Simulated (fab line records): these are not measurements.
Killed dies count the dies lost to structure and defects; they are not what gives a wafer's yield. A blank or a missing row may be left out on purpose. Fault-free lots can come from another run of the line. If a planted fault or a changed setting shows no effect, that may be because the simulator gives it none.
The tool behind it: which one?	flow sky130	Sampling: 15 lots, 45 wafers, 5 of 708 route steps

== WHAT EACH GAUGE READ, for each wafer ==
SKY_LDD_P_TW_MEAS_11.
lot	measured	on	LDD_P_TW
L200	day 19 00:18	film_metro-03	642 645 640
L202	day 19 13:05	film_metro-03	643 644 644
L203	day 19 23:04	film_metro-01	639 638 637
L205	day 21 09:49	film_metro-03	645 644 644
L206	day 21 10:07	film_metro-02	634 633 634
L208	day 22 16:58	film_metro-01	631 631 635
L210	day 23 10:07	film_metro-03	638 639 634
L211	day 23 08:01	film_metro-02	635 629 631
L212	day 23 18:28	film_metro-03	642 641 637
L215	day 25 06:31	film_metro-01	30 30 30
L214	day 25 04:34	film_metro-03	30 30 30
L216	day 25 08:08	film_metro-03	30 30 30
L218	day 25 17:10	film_metro-02	634 637 630
L220	day 26 02:14	film_metro-01	639 637 639
L223	day 27 06:29	film_metro-03	645 643 643

SKY_SD_P_OVL_MEAS_08.
lot	measured	on	SD_P_OVL (nm)
L200	day 25 10:26	overlay-02	-1.8 -1.7 -0.2
L202	day 25 20:34	overlay-02	-1.3 -0.7 -0.7
L203	day 26 07:14	overlay-01	-1.3 -0.3 -0.9
L205	day 27 16:25	overlay-01	2.1 1.5 1.2
L206	day 27 16:43	overlay-01	0.3 0.7 0.2
L208	day 28 23:52	overlay-02	1.0 0.1 -0.8
L210	day 29 12:50	overlay-02	-1.2 -1.8 -0.5
L211	day 29 10:07	overlay-02	0.6 1.0 -1.0
L212	day 29 19:47	overlay-02	-1.4 -0.7 -0.1
L218	day 31 15:50	overlay-02	-3.1 -4.1 -4.5
L220	day 32 01:41	overlay-02	-1.2 -0.1 -2.4
L223	day 33 04:32	overlay-01	0.2 -1.5 -1.6

== TOOL THAT RAN EACH LOT (tool first, then ch and the chambers of the sampled wafers, then the start) ==
lot	SKY_VT_ADJUST_NCORE_STRIP_10	SKY_GATE_OXIDE_STRIP_13	SKY_LDD_P_IMPLANT_09
L200	plasma_asher-03 ch 0,1, day 8 10:01	plasma_asher-03 ch 0,1, day 13 12:58	implanter-02 ch 0, day 18 21:17
L202	plasma_asher-01 ch 0,1, day 9 03:59	plasma_asher-04 ch 0,1, day 14 09:43	implanter-03 ch 0, day 19 12:50
L203	plasma_asher-03 ch 0,1, day 9 07:22	plasma_asher-04 ch 0,1, day 14 14:26	implanter-03 ch 0, day 19 22:50
L205	plasma_asher-03 ch 0,1, day 9 21:05	plasma_asher-04 ch 0,1, day 15 09:12	implanter-04 ch 0, day 21 09:34
L206	plasma_asher-01 ch 0,1, day 10 06:32	plasma_asher-03 ch 1, day 15 19:50	implanter-03 ch 0, day 21 09:53
L208	plasma_asher-03 ch 0,1, day 11 09:02	plasma_asher-04 ch 0,1, day 17 08:53	implanter-04 ch 0, day 22 16:44
L210	plasma_asher-03 ch 0,1, day 11 19:10	plasma_asher-01 ch 0,1, day 17 21:29	implanter-03 ch 0, day 23 09:53
L211	plasma_asher-03 ch 0,1, day 11 20:20	plasma_asher-03 ch 0,1, day 17 21:02	implanter-02 ch 0, day 23 07:46
L212	plasma_asher-01 ch 0,1, day 12 06:38	plasma_asher-04 ch 0,1, day 18 07:22	implanter-04 ch 0, day 23 18:14
L215	plasma_asher-03 ch 0,1, day 13 00:44	plasma_asher-01 ch 0,1, day 19 22:02	implanter-03, day 25 06:17
L214	plasma_asher-04 ch 0,1, day 13 02:05	plasma_asher-01 ch 0,1, day 19 20:50	implanter-02, day 25 04:20
L216	plasma_asher-01 ch 1, day 13 05:29	plasma_asher-03 ch 0,1, day 19 21:54	implanter-04, day 25 07:53
L218	plasma_asher-04 ch 0,1, day 13 22:34	plasma_asher-03 ch 0,1, day 20 08:27	implanter-02 ch 0, day 25 16:55
L220	plasma_asher-03 ch 0,1, day 14 09:26	plasma_asher-01 ch 0,1, day 20 17:38	implanter-04 ch 0, day 26 01:59
L223	plasma_asher-04 ch 0,1, day 15 14:39	plasma_asher-01 ch 0,1, day 22 00:00	implanter-04 ch 0, day 27 06:16
- SKY_VT_ADJUST_NCORE_STRIP_10: strips in O2/N2.
- SKY_GATE_OXIDE_STRIP_13: strips in O2/N2.
- SKY_LDD_P_IMPLANT_09

== WHAT THE TOOLS THEMSELVES READ (means of the sampled wafers that have a number; where no wafer has one, the mark that the record gives instead) ==
SKY_VT_ADJUST_NCORE_STRIP_10.
lot	tool	chamber_pressure_mTorr (mTorr)	drypump_motor_current_A (A)	oes_product_au (a.u.)	strip_time_to_endpoint_s (s)
L200	plasma_asher-03	1499.8	5.9	0.714	14.13
L202	plasma_asher-01	1498.7	5.6	0.715	14.21
L203	plasma_asher-03	1499.7	5.9	0.719	14.17
L205	plasma_asher-03	1499.7	5.9	0.717	14.16
L206	plasma_asher-01	1500.1	5.7	0.714	14.14
L208	plasma_asher-03	1500.9	5.8	0.711	14.15
L210	plasma_asher-03	1499.6	5.9	0.712	14.20
L211	plasma_asher-03	1501.6	5.9	0.716	14.18
L212	plasma_asher-01	1500.5	5.7	0.716	14.12
L215	plasma_asher-03	1498.5	5.9	0.716	14.15
L214	plasma_asher-04	1499.9	5.6	0.713	14.18
L216	plasma_asher-01	1499.9	5.8	0.717	14.14
L218	plasma_asher-04	1499.8	5.3	0.717	14.16
L220	plasma_asher-03	1500.2	5.9	0.712	14.20
L223	plasma_asher-04	1500.5	5.3	0.714	14.17

SKY_GATE_OXIDE_STRIP_13.
lot	tool	chamber_pressure_mTorr (mTorr)	drypump_motor_current_A (A)	oes_product_au (a.u.)	strip_time_to_endpoint_s (s)
L200	plasma_asher-03	1500.7	5.8	0.715	14.13
L202	plasma_asher-04	1498.9	5.3	0.719	14.15
L203	plasma_asher-04	1500.2	5.6	0.715	14.18
L205	plasma_asher-04	1500.2	5.6	0.714	14.19
L206	plasma_asher-03	1501.3	6.0	0.719	14.20
L208	plasma_asher-04	1499.4	5.6	0.715	14.15
L210	plasma_asher-01	1500.1	5.5	0.718	14.09
L211	plasma_asher-03	1501.1	5.9	0.716	14.16
L212	plasma_asher-04	1499.6	5.6	0.714	14.17
L215	plasma_asher-01	1500.1	5.6	0.720	14.19
L214	plasma_asher-01	1500.5	5.7	0.720	14.16
L216	plasma_asher-03	1500.2	5.9	0.713	14.15
L218	plasma_asher-03	1500.6	5.9	0.714	14.23
L220	plasma_asher-01	1499.0	5.6	0.711	14.22
L223	plasma_asher-01	1500.3	5.6	0.711	14.14

SKY_LDD_P_IMPLANT_09.
lot	tool	beam_energy_keV	beam_on_s (s)
L200	implanter-02	24.994	10.23
L202	implanter-03	24.999	9.94
L203	implanter-03	25.004	9.86
L205	implanter-04	24.997	9.95
L206	implanter-03	25.000	10.10
L208	implanter-04	25.001	9.90
L210	implanter-03	25.010	10.01
L211	implanter-02	25.006	9.89
L212	implanter-04	25.004	9.97
L215	implanter-03	-	-
L214	implanter-02	-	-
L216	implanter-04	-	-
L218	implanter-02	24.989	9.83
L220	implanter-04	25.002	9.89
L223	implanter-04	25.003	9.95

== THE ANSWER, worked out from the rows above alone ==
Rule: the usual values come from the lots themselves. Put in order of their means at a reading, lots are off if they are a third of the lots or fewer, leave a main group of 4 or more, and stand apart from it by a gap of 3 or more times the standard deviation of the main group's means; of several such gaps the widest counts. If all means in a main group match to the digits the tables above print for the reading, that group is not used. Also off: a lot with no number at a reading for which 4 or more lots have one. The other lots that the step has rows for count as sound. The gauges are gone through in route order, then the tools' own readings, and for those a lot's mean is taken as printed above. The first step at which some lot is off is used, and at that step the reading that is off furthest; a lot without a number counts as furthest.
Off: L215, L214, L216, at SKY_LDD_P_TW_MEAS_11 (LDD_P_TW). The main group: mean 638, standard deviation 4.4.
A tool fits if, at a process step before that reading, it ran every lot that is off, and no sound lot after the first of them. Not tried: the gauges at SKY_LDD_P_TW_MEAS_11; whatever is off there is also off at SKY_LDD_P_IMPLANT_09, on other tools, and gauge error can't account for it. Of those tried, none fits.

== WHAT THE SIMULATOR HAD PUT IN ==
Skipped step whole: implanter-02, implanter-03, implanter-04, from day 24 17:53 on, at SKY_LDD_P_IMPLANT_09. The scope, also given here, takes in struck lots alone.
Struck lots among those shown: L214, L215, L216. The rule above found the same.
